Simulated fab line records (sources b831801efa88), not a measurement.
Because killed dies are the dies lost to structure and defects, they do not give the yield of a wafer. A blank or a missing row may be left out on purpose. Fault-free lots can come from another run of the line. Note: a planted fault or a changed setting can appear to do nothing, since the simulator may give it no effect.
A struck lot beside a sound one + flow sky130 + 14 out of 708 route steps
Sound: wafers L182.1, L182.5, L182.6. Struck: wafers L192.1, L192.3, L192.5. The cause is given at the end.
For every step that has rows: the tool of each side, followed by ch and its chambers, followed by its first start. Under that, the readings that differ: sound wafers + struck wafers + difference of the means + sigmas: that difference in standard deviations of wafers without a fault.
alike: readings with means less than 2 such deviations apart, plus words and numbers identical on both sides. not compared: withheld readings, readings lacking a value on some wafer, bounds such as >300 that could conceal the same value, and numbers that have no deviation in the record and whose values overlap.
A row with sigmas, a row that says differs or no value, or rows on one side alone: a step with any of these is where the two part. Non-overlapping numbers with no deviation appear without sigmas and do not part them. A reading missing from all wafers of one side parts the sides only when that side holds two or more wafers.

first, 4 steps without rows for these wafers: SKY_VIA3_STRIP_17 (strips in post etch residue remover, time 1200 s); SKY_VIA3_CLEAN_18 (cleans in IPA, time 180 s); SKY_VIA3_CLEAN_19 (cleans in O3/DIW); SKY_VIA3_SPUTTER_20 (material TiN, target thk 20 nm, time 80 s).
SKY_VIA3_CVD_21: deposits W, target thk 390 nm, time 117.31 s.
  sound on cvd-w-02 ch 0, day 40 16:13; struck on cvd-w-01 ch 0,1, day 44 02:31
| reading            | sound       | struck      | difference | sigmas |
|--------------------|-------------|-------------|------------|--------|
| heater-power-w (W) | 701 702 706 | 947 926 949 | +238       | +2     |
SKY_VIA3_RS_MEAS_22: measures by four-point-probe.
  struck on film-metro-01, day 44 02:38; sound on film-metro-01, day 40 16:27
| reading            | sound             | struck            | difference | sigmas |
|--------------------|-------------------|-------------------|------------|--------|
| VIA3_W_RS (ohm/sq) | 0.305 0.301 0.301 | 0.292 0.293 0.295 | -0.009     | -3     |
SKY_VIA3_THK_MEAS_23: measures by xrf.
  struck on film-metro-01, day 44 02:46; sound on film-metro-01, day 40 16:34
  alike: VIA3_W_THK
SKY_VIA3_CMP_24: polishes, stops on SiO2, t overpolish 20 s, target thk 0 nm.
  sound on cmp-02 ch 2,3, day 40 16:41; struck on cmp-01 ch 0,1,3, day 44 02:52
  alike: head-pressure-psi, motor-current-A, overpolish-run-s, time-to-endpoint-s
SKY_METAL4_SPUTTER_00: material Ti, target thk 15 nm, time 10 s.
  struck on pvd-sputter-04, day 44 03:07; sound on pvd-sputter-04, day 40 16:56
  alike: cathode-dc-power-W, throttle-valve-pct
then, 1 step without rows for these wafers: SKY_METAL4_SPUTTER_01 (material TiN, target thk 20 nm, time 16.7 s).
SKY_METAL4_SPUTTER_02: material AlCu, target thk 735 nm, time 38.4 s.
  struck on pvd-sputter-04, day 44 03:10; sound on pvd-sputter-04, day 40 16:59
  alike: cathode-dc-power-W, throttle-valve-pct
then, 1 step without rows for these wafers: SKY_METAL4_SPUTTER_03 (material Ti, target thk 5 nm, time 3.3 s).
SKY_METAL4_SPUTTER_04: material TiN, target thk 70 nm, time 58.3 s.
  struck on pvd-sputter-04, day 44 03:14; sound on pvd-sputter-04, day 40 17:02
| reading                                    | sound                | struck               | difference | sigmas      |
|--------------------------------------------|----------------------|----------------------|------------|-------------|
| cathode-dc-power-W (W)                     | 6500.5 6501.2 6501.9 | 7510.3 7509.6 7510.0 | +1008.8    | +99 or more |
| model.TiN_of_METAL4_SPUTTER_04.thk-nm (nm) | 69.42 69.96 70.26    | 78.53 78.82 78.99    | +8.90      |             |
  alike: throttle-valve-pct
SKY_CAP2M_CVD_00: deposits SiO2, target thk 15.5 nm.
  sound on pecvd-01 ch 0,1, day 40 17:05; struck on pecvd-01 ch 0,1, day 44 03:16
  alike: heater-power-w

WHERE THEY PART
Last at SKY_METAL4_SPUTTER_04 as far as this record goes, first at SKY_VIA3_CVD_21. Later steps at which nothing parts them and some readings are alike: SKY_CAP2M_CVD_00.

WHY: the cause the simulator had injected
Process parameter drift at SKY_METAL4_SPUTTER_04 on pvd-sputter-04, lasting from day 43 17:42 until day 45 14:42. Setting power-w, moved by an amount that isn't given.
